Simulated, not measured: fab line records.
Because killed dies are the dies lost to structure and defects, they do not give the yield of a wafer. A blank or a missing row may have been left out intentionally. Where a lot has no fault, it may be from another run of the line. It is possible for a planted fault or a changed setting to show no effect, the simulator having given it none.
8D (eight disciplines) problem report, filled in by code || flow sky130 || the parts of the form that need people (team, actions taken, sign-off) are left out

1. THE PROBLEM
Mean CONTACT_W_RS at SKY_CONTACT_RS_MEAS_25: 0.281 ohm/sq over 8 wafers in 3 lots; fault-free wafers: 0.337 ohm/sq, standard deviation 0.0043. That is -13 standard deviations from the usual mean.
The step: measures by four-point-probe.
First seen on wafer L112.4, day 35 14:48, on film_metro-03. Wafers with a number at this step in the record: 30, from 10 lots. The rule behind "out" and "out of limits": a value lying over 4 standard deviations away from the usual mean. The other wafers with a number count as sound.

2. WHAT THIS IS AND IS NOT
{"question": "which readings at this step", "is": "CONTACT_W_RS", "is not": "-"}
{"question": "which lots", "is": "L112, L115, L116", "is not": "L100, L101, L102, L104, L113, L114, L122"}
{"question": "which wafers of those lots", "is": "L112.4, L112.5, L112.6, L115.1, L115.4, L115.5, L116.4, L116.5", "is not": "L116.1"}
{"question": "read on which gauges", "is": "film_metro-03, film_metro-04", "is not": "film_metro-02"}
{"question": "when", "is": "from day 35 14:48", "is not": "up to then (15 sound wafers); but 7 sound wafers of L114, L116, L122 came after"}

3. SUSPECTS, AND WHAT RULES EACH OUT
Counting: if a tool at a process step up to the reading ran every lot that is out, it stays a suspect. Sound lots after the first of them don't rule it out here, since some wafers of a struck lot are sound.
- the gauge at SKY_CONTACT_RS_MEAS_25 is ruled out. Those wafers that are out were read across 2 gauges (film_metro-03, film_metro-04).
- cvd_w-02 at SKY_CONTACT_CVD_24 (deposits W, target thk 340 nm, time 102.12 s): kept. It ran every lot that is out, first L112 (day 35 14:38); its last sound lot up to then is L104 (day 33 07:55).
- At SKY_CONTACT_CVD_24 on cvd_w-02, chamber 0 took the sound wafers of the same lots and chamber 1 took the wafers that are out.
After counting, what remains is cvd_w-02 at SKY_CONTACT_CVD_24.

4. THE CAUSE (what the simulator had put in)
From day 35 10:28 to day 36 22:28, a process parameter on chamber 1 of cvd_w-02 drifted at SKY_CONTACT_CVD_24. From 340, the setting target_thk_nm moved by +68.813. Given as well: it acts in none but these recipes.
The count eliminated every tool but this one.

5. THE EFFECT CHAIN, in route order
One row per reading whose mean, taken over the struck wafers that have a number, lies over 3 standard deviations from the usual. Only readings whose record carries a usual standard deviation are examined. hours: median over the lots of the time between each lot's start at the first step of this table that gives one and its start at this step. sigmas: the change, counted in usual standard deviations.
{"hours": 0, "step": "SKY_CONTACT_RS_MEAS_25", "reading": "CONTACT_W_RS", "usual": "0.337 ohm/sq", "on struck wafers": 0.281, "change": -0.056, "sigmas": -13}
{"hours": 2, "step": "SKY_CONTACT_THK_MEAS_26", "reading": "CONTACT_W_THK", "usual": "335 nm", "on struck wafers": 400, "change": "+66", "sigmas": "+14"}
{"hours": 6, "step": "SKY_CONTACT_CMP_27", "reading": "time_to_endpoint_s", "usual": "84 s", "on struck wafers": 100, "change": "+16", "sigmas": "+4.5"}
Here are the process steps it includes:
- SKY_CONTACT_CMP_27: polishes, stops on SiO2, t overpolish 15 s, target thk 0 nm.
At these later measuring or inspecting steps, every struck wafer for which the step has a row has a number for every such reading, and none has moved that far: SKY_METAL1_CD_MEAS_15.

6. HOW IT WOULD HAVE BEEN CAUGHT EARLIER
Counted from the fault's start at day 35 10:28, it took 4 hours until the first out-of-limits reading at a measuring or inspecting step in this record, taken at day 35 14:48.
Tool readings at SKY_CONTACT_CVD_24 with a usual standard deviation given in the record: none out on any struck wafer, hence no alarm at a limit of 4 standard deviations on them.
Among the 3 lots that are out, L115, L116 began SKY_CONTACT_CVD_24 on cvd_w-02 after day 35 14:48. A hold on the tool at that time would have spared those 2.
